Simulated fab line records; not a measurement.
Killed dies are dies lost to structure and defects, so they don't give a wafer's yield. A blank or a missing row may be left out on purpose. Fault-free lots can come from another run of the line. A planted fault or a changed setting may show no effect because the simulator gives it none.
Chamber matching + flow sfqLine + SFQ_TRILAYER_I3_CMP_CMP_082 on cmp-01 has 4 sister chambers
The step polishes SiO2. 14 wafers are shown with their chamber, then 7 later ones without.

## EACH WAFER AND ITS CHAMBER
| wafer  | chamber | motorCurrentA (A) | timeToEndpointS (s) | headPressurePsi (psi) |
|--------|---------|-------------------|---------------------|-----------------------|
| L473.1 | 2       | 11.9              | 208                 | 3.008                 |
| L473.2 | 1       | 9.9               | 212                 | 3.003                 |
| L473.5 | 3       | 9.3               | 208                 | 3.001                 |
| L474.1 | 2       | 12.2              | 209                 | 3.004                 |
| L474.5 | 0       | 9.8               | 218                 | 3.001                 |
| L474.6 | 1       | 10.4              | 219                 | 3.009                 |
| L476.3 | 1       | 10.6              | 215                 | 2.995                 |
| L476.4 | 0       | 9.7               | 217                 | 2.995                 |
| L476.6 | 0       | 9.7               | 217                 | 2.997                 |
| L477.1 | 3       | 9.8               | 213                 | 2.996                 |
| L477.4 | 2       | 12.0              | 217                 | 3.001                 |
| L477.5 | 1       | 10.1              | 218                 | 3.000                 |
| L480.4 | 1       | 10.6              | 218                 | 3.003                 |
| L480.3 | 3       | 10.0              | 203                 | 3.001                 |

SIGNATURES (averages over the wafers above)
| reading         | chamber 0 | chamber 1 | chamber 2 | chamber 3 | scatter within a chamber |
|-----------------|-----------|-----------|-----------|-----------|--------------------------|
| motorCurrentA   | 9.733     | 10.320    | 12.033    | 9.700     | 0.265                    |
| timeToEndpointS | 217.33    | 216.40    | 211.33    | 208.00    | 3.64                     |
| headPressurePsi | 2.99767   | 3.00200   | 3.00433   | 2.99933   | 0.00405                  |
Rule: for each reading, subtract the chamber's mean from the wafer's reading, divide by that reading's scatter and square the result; add these up over the readings and take the root, which gives the wafer's distance from the chamber. The wafer belongs to the nearest chamber; if the next one is less than 2 further off, it can't be placed. How the scatter is found: for the shown wafers, subtract from each reading the mean of its chamber, square and add these, divide the total by (wafers less chambers), then take the root.

## WAFERS WITHOUT THEIR CHAMBER
| wafer  | motorCurrentA (A) | timeToEndpointS (s) | headPressurePsi (psi) |
|--------|-------------------|---------------------|-----------------------|
| L480.5 | 9.8               | 217                 | 2.992                 |
| L482.3 | 10.0              | 210                 | 2.987                 |
| L482.5 | 12.2              | 212                 | 3.001                 |
| L482.6 | 10.3              | 211                 | 2.999                 |
| L488.6 | 11.9              | 221                 | 2.997                 |
| L493.3 | 9.2               | 206                 | 2.989                 |
| L493.2 | 11.4              | 214                 | 3.003                 |

## EACH ONE'S CHAMBER
| wafer  | from the rows above          | in truth |
|--------|------------------------------|----------|
| L480.5 | can't be placed: 0 or 3 or 1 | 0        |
| L482.3 | can't be placed: 3 or 0 or 1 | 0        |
| L482.5 | 2                            | 2        |
| L482.6 | can't be placed: 1 or 3 or 0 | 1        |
| L488.6 | 2                            | 2        |
| L493.3 | can't be placed: 3 or 0      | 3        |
| L493.2 | can't be placed: 2 or 1      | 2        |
Placed correctly: 2 of 7. Not placeable from these rows: 5 (in 5, the candidates include the true chamber). 0 placed wrongly.
